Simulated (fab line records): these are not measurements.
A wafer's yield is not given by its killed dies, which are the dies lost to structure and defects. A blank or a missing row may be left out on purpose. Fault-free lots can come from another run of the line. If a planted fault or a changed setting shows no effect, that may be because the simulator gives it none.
The tool behind it: which one? | flow sky130 | 6 lots with 18 wafers sampled at 2 steps, on a route of 708 steps

== WHAT EACH GAUGE READ, for each wafer ==
SKY_VT_ADJUST_HVTP_CD_MEAS_07: the cd target is 380 nm.
lot  | measured     | on        | cd-nm (nm)
L870 | day 6 19:01  | cd-sem-02 | 380.2 380.9 378.6
L873 | day 7 18:38  | cd-sem-01 | 386.4 384.1 383.6
L883 | day 10 13:01 | cd-sem-02 | 383.0 381.1 383.4
L885 | day 10 17:32 | cd-sem-02 | 383.9 382.0 383.5
L887 | day 11 08:17 | cd-sem-01 | 379.7 378.9 379.4
L889 | day 11 18:41 | cd-sem-02 | 378.5 376.2 378.0

== EACH LOT AND THE TOOL THAT RAN IT (in order: tool; ch and the chambers of the sampled wafers; start) ==
lot  | SKY_VT_ADJUST_HVTP_EXPOSE_04
L870 | iline-stepper-02 ch 0, day 6 10:00
L873 | iline-stepper-02 ch 0, day 7 09:00
L883 | iline-stepper-01 ch 0, day 10 01:52
L885 | iline-stepper-02 ch 0, day 10 05:58
L887 | iline-stepper-02 ch 0, day 10 20:58
L889 | iline-stepper-01 ch 0, day 11 07:13
- SKY_VT_ADJUST_HVTP_EXPOSE_04: exposes mask HVTPM, target cd 380 nm.

== THE ANSWER, worked out from the rows above alone ==
Rule: what is usual is taken from the lots themselves. Put in order of their means at a reading, lots are off if they are a third of the lots or fewer, leave a main group of 4 or more, and stand apart from it by a gap of 3 or more times the standard deviation of the main group's means; of several such gaps the widest counts. A main group is skipped when, at the precision printed for the reading in the tables above, its means are all equal. Also off: a lot with no number at a reading for which 4 or more lots have one. All remaining lots with rows at the step are treated as sound.
None of the lots is off at any reading shown; this tells nothing.

== WHAT HAD BEEN PUT IN BY THE SIMULATOR ==
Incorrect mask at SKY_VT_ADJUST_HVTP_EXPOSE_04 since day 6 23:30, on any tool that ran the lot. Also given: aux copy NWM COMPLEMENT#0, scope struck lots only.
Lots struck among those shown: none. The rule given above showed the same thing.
